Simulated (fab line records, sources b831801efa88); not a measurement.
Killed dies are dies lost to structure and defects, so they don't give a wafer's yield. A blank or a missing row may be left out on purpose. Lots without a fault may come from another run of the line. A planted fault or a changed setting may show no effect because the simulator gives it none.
Which tool did it? | flow sky130 | 24 lots, 72 wafers sampled, at 5 steps of a route of 708

WHAT THE GAUGES READ, wafer by wafer
SKY_NWELL_TW_MEAS_15.
lot  | measured     | on            | NWELL_TW
L074 | day 5 00:23  | film_metro-04 | 1832 1843 1835
L075 | day 5 00:55  | film_metro-03 | 1802 1812 1809
L076 | day 5 08:08  | film_metro-04 | 1847 1848 1837
L077 | day 5 08:29  | film_metro-04 | 1845 1832 1844
L078 | day 5 15:37  | film_metro-01 | 1800 1803 1815
L079 | day 5 19:24  | film_metro-04 | 1834 1837 1843
L081 | day 6 05:47  | film_metro-01 | 1809 1811 1811
L080 | day 6 08:11  | film_metro-03 | 1794 1805 1794
L082 | day 6 12:50  | film_metro-04 | 1827 1832 1836
L083 | day 6 20:35  | film_metro-03 | 1806 1800 1800
L084 | day 7 02:23  | film_metro-04 | 1826 1826 1832
L085 | day 7 07:53  | film_metro-03 | 1818 1805 1822
L086 | day 7 14:32  | film_metro-04 | 1822 1826 1823
L087 | day 7 18:19  | film_metro-03 | 1818 1809 1818
L088 | day 8 00:08  | film_metro-03 | 1814 1807 1813
L089 | day 8 07:51  | film_metro-01 | 1824 1821 1810
L090 | day 8 13:40  | film_metro-01 | 1813 1809 1811
L091 | day 8 16:52  | film_metro-03 | 1800 1801 1805
L092 | day 8 22:09  | film_metro-03 | 1814 1811 1812
L093 | day 9 05:37  | film_metro-04 | 1842 1843 1839
L094 | day 9 11:43  | film_metro-01 | 1804 1799 1799
L095 | day 9 22:03  | film_metro-04 | 1834 1835 1827
L096 | day 10 01:19 | film_metro-01 | 1810 1801 1798
L097 | day 10 08:24 | film_metro-04 | 1853 1855 1847

SKY_SPACER_THK_MEAS_01.
lot  | measured     | on            | SPACER_CVD_00_THK (nm)
L074 | day 23 14:48 | film_metro-01 | 43.3 43.3 43.4
L075 | day 23 18:24 | film_metro-01 | 43.0 43.4 43.4
L076 | day 24 16:47 | film_metro-04 | 42.8 43.2 43.1
L077 | day 24 14:13 | film_metro-04 | 42.9 43.0 43.0
L078 | day 25 00:45 | film_metro-04 | 43.1 43.1 43.5
L079 | day 25 02:24 | film_metro-04 | 43.6 44.0 43.7
L081 | day 25 12:55 | film_metro-03 | 43.2 42.9 43.0
L080 | day 25 17:39 | film_metro-03 | 42.7 42.6 42.8
L082 | day 26 01:36 | film_metro-03 | 42.1 42.3 42.0
L083 | day 26 15:05 | film_metro-01 | 42.9 43.2 43.2
L084 | day 26 22:39 | film_metro-01 | 42.5 42.2 42.3
L085 | day 27 04:28 | film_metro-01 | 43.2 43.2 43.0
L086 | day 27 10:54 | film_metro-04 | 42.7 42.4 42.2
L087 | day 27 21:33 | film_metro-01 | 42.8 42.7 42.6
L088 | day 28 03:13 | film_metro-04 | 43.1 42.9 42.8
L089 | day 28 10:42 | film_metro-03 | 43.0 43.0 42.8
L090 | day 28 23:46 | film_metro-04 | 43.5 43.5 43.3
L091 | day 28 22:34 | film_metro-01 | 42.7 42.3 42.8
L092 | day 29 06:59 | film_metro-03 | 42.5 42.3 42.3
L093 | day 29 17:43 | film_metro-03 | 42.6 42.0 42.3
L094 | day 29 19:36 | film_metro-04 | 42.8 43.0 43.0
L095 | day 30 10:41 | film_metro-03 | 42.7 42.7 42.8
L096 | day 30 18:10 | film_metro-03 | 42.8 42.6 42.5
L097 | day 30 22:48 | film_metro-04 | 43.0 43.1 42.8

SKY_LI_CONTACT_THK_MEAS_23: measures by xrf.
lot  | measured     | on            | LI_CONTACT_W_THK (nm)
L074 | day 29 19:16 | film_metro-02 | 394 392 394
L075 | day 29 21:54 | film_metro-02 | 392 386 386
L076 | day 30 20:07 | film_metro-01 | 404 403 402
L077 | day 30 18:16 | film_metro-02 | 392 393 393
L078 | day 31 03:05 | film_metro-01 | 404 404 405
L079 | day 31 04:39 | film_metro-03 | 398 401 402
L081 | day 31 14:42 | film_metro-02 | 391 389 389
L080 | day 31 17:37 | film_metro-02 | 390 389 391
L082 | day 32 02:20 | film_metro-03 | 402 395 406
L083 | day 32 13:40 | film_metro-03 | 402 403 407
L084 | day 32 22:43 | film_metro-03 | 405 408 408
L085 | day 33 03:49 | film_metro-03 | 395 394 399
L086 | day 33 09:37 | film_metro-03 | 403 402 401
L087 | day 33 18:14 | film_metro-03 | 395 394 396
L088 | day 34 01:14 | film_metro-02 | 389 390 397
L089 | day 34 07:08 | film_metro-02 | 406 403 396
L090 | day 34 19:04 | film_metro-03 | 403 402 395
L091 | day 34 19:01 | film_metro-01 | 409 398 398
L092 | day 35 03:15 | film_metro-03 | 395 392 390
L093 | day 35 13:30 | film_metro-02 | 387 387 386
L094 | day 35 14:37 | film_metro-01 | 400 404 400
L095 | day 36 04:47 | film_metro-03 | 400 396 400
L096 | day 36 12:11 | film_metro-02 | 384 389 385
L097 | day 36 16:45 | film_metro-02 | 386 384 387

SKY_CONTACT_CD_MEAS_14: target cd 170 nm.
lot  | measured     | on        | cd_nm (nm)
L074 | day 32 04:52 | cd_sem-01 | 168.6 169.3 168.2
L075 | day 32 07:31 | cd_sem-01 | 168.4 170.6 169.2
L076 | day 33 04:55 | cd_sem-01 | 173.2 173.5 173.3
L077 | day 33 03:21 | cd_sem-01 | 171.0 169.7 170.3
L078 | day 33 11:41 | cd_sem-02 | 167.8 168.3 168.5
L079 | day 33 12:53 | cd_sem-01 | 171.0 170.7 170.7
L081 | day 33 23:14 | cd_sem-01 | 167.5 167.8 170.2
L080 | day 34 02:06 | cd_sem-01 | 171.2 170.9 167.9
L082 | day 34 10:52 | cd_sem-02 | 168.9 171.1 169.0
L083 | day 34 20:25 | cd_sem-01 | 170.8 172.1 171.7
L084 | day 35 05:37 | cd_sem-02 | 170.6 170.3 170.9
L085 | day 35 10:37 | cd_sem-01 | 168.7 169.3 169.3
L086 | day 35 16:28 | cd_sem-01 | 173.5 173.0 172.7
L087 | day 36 01:17 | cd_sem-01 | 169.1 167.7 169.1
L088 | day 36 07:20 | cd_sem-02 | 168.0 167.3 167.7
L089 | day 36 14:20 | cd_sem-02 | 171.9 170.6 172.1
L090 | day 37 01:12 | cd_sem-02 | 170.5 171.3 171.7
L091 | day 37 01:03 | cd_sem-01 | 169.5 168.8 170.7
L092 | day 37 09:04 | cd_sem-01 | 169.9 169.4 168.7
L093 | day 37 19:43 | cd_sem-02 | 171.9 173.1 172.4
L094 | day 37 21:15 | cd_sem-01 | 168.9 168.8 167.6
L095 | day 38 09:56 | cd_sem-02 | 173.4 173.6 172.2
L096 | day 38 17:45 | cd_sem-01 | 169.3 169.1 168.6
L097 | day 38 23:16 | cd_sem-01 | 170.9 169.1 169.9

WHICH TOOL RAN EACH LOT (tool, then ch and the chambers of the sampled wafers, then the start)
lot  | SKY_VT_ADJUST_HVTP_STRIP_10
L074 | plasma_asher-03 ch 1, day 6 13:41
L075 | plasma_asher-03 ch 0,1, day 6 14:30
L076 | plasma_asher-04 ch 0,1, day 6 22:07
L077 | plasma_asher-02 ch 0, day 6 22:25
L078 | plasma_asher-02 ch 1, day 7 06:36
L079 | plasma_asher-02 ch 0,1, day 7 11:05
L081 | plasma_asher-04 ch 0,1, day 7 22:35
L080 | plasma_asher-02 ch 0,1, day 8 00:31
L082 | plasma_asher-03 ch 0, day 8 05:25
L083 | plasma_asher-02 ch 0,1, day 8 13:57
L084 | plasma_asher-03 ch 0,1, day 8 19:39
L085 | plasma_asher-03 ch 0,1, day 9 01:20
L086 | plasma_asher-04 ch 0,1, day 9 08:58
L087 | plasma_asher-04 ch 0,1, day 9 13:28
L088 | plasma_asher-04 ch 0,1, day 9 20:02
L089 | plasma_asher-02 ch 0, day 10 03:31
L090 | plasma_asher-04 ch 0,1, day 10 10:25
L091 | plasma_asher-03 ch 0,1, day 10 14:40
L092 | plasma_asher-02 ch 0,1, day 10 20:11
L093 | plasma_asher-03 ch 0,1, day 11 03:45
L094 | plasma_asher-03 ch 0,1, day 11 09:19
L095 | plasma_asher-04 ch 0,1, day 11 21:16
L096 | plasma_asher-02 ch 0,1, day 12 00:45
L097 | plasma_asher-04 ch 0,1, day 12 09:03
- SKY_VT_ADJUST_HVTP_STRIP_10: strips in O2/N2.

WHAT THE TOOLS THEMSELVES READ (means of the sampled wafers that have a number; where no wafer has one, the mark that the record gives instead)
SKY_VT_ADJUST_HVTP_STRIP_10.
lot  | tool            | chamber_pressure_mTorr (mTorr) | drypump_motor_current_A (A) | oes_product_au (a.u.) | strip_time_to_endpoint_s (s)
L074 | plasma_asher-03 | 1500.4                         | 6.2                         | 0.716                 | 14.24
L075 | plasma_asher-03 | 1500.2                         | 5.6                         | 0.718                 | 14.15
L076 | plasma_asher-04 | 1499.7                         | 5.3                         | 0.718                 | 14.16
L077 | plasma_asher-02 | 1499.3                         | 5.2                         | 0.715                 | 14.23
L078 | plasma_asher-02 | 1499.4                         | 5.9                         | 0.714                 | 14.17
L079 | plasma_asher-02 | 1500.7                         | 5.4                         | 0.713                 | 14.18
L081 | plasma_asher-04 | 1498.4                         | 5.3                         | 0.713                 | 14.23
L080 | plasma_asher-02 | 1499.4                         | 5.7                         | 0.714                 | 14.13
L082 | plasma_asher-03 | 1500.5                         | 5.3                         | 0.716                 | 14.24
L083 | plasma_asher-02 | 1500.0                         | 5.7                         | 0.721                 | 14.21
L084 | plasma_asher-03 | 1499.6                         | 5.9                         | 0.712                 | 14.21
L085 | plasma_asher-03 | 1500.3                         | 5.9                         | 0.718                 | 14.20
L086 | plasma_asher-04 | 1500.1                         | 5.1                         | 0.712                 | 14.24
L087 | plasma_asher-04 | 1500.1                         | 5.3                         | 0.713                 | 14.23
L088 | plasma_asher-04 | 1498.7                         | 5.1                         | 0.718                 | 14.23
L089 | plasma_asher-02 | 1498.8                         | 5.2                         | 0.717                 | 14.21
L090 | plasma_asher-04 | 1501.2                         | 5.1                         | 0.718                 | 14.15
L091 | plasma_asher-03 | 1500.0                         | 5.9                         | 0.719                 | 14.19
L092 | plasma_asher-02 | 1500.6                         | 5.4                         | 0.715                 | 14.20
L093 | plasma_asher-03 | 1500.7                         | 5.9                         | 0.715                 | 14.23
L094 | plasma_asher-03 | 1500.3                         | 5.9                         | 0.716                 | 14.12
L095 | plasma_asher-04 | 1499.8                         | 5.1                         | 0.712                 | 14.25
L096 | plasma_asher-02 | 1499.3                         | 5.4                         | 0.715                 | 14.13
L097 | plasma_asher-04 | 1499.9                         | 5.3                         | 0.717                 | 14.16

THE ANSWER, worked out from the rows above alone
Rule: what is usual is taken from the lots themselves. Put in order of their means at a reading, lots are off if they are a third of the lots or fewer, leave a main group of 4 or more, and stand apart from it by a gap of 3 or more times the standard deviation of the main group's means; of several such gaps the widest counts. A main group whose means are all the same, to the digits that the tables above print for the reading, isn't used. A lot without any number at a reading at which 4 lots or more have one is off too. The other lots that the step has rows for count as sound. The gauges are gone through in route order, then the tools' own readings, and for those a lot's mean is taken as printed above. The first step at which some lot is off is used, and at that step the reading that is off furthest; a lot without a number counts as furthest.
No lot is off at any reading shown: from this, nothing can be told.

WHAT THE SIMULATOR HAD PUT IN
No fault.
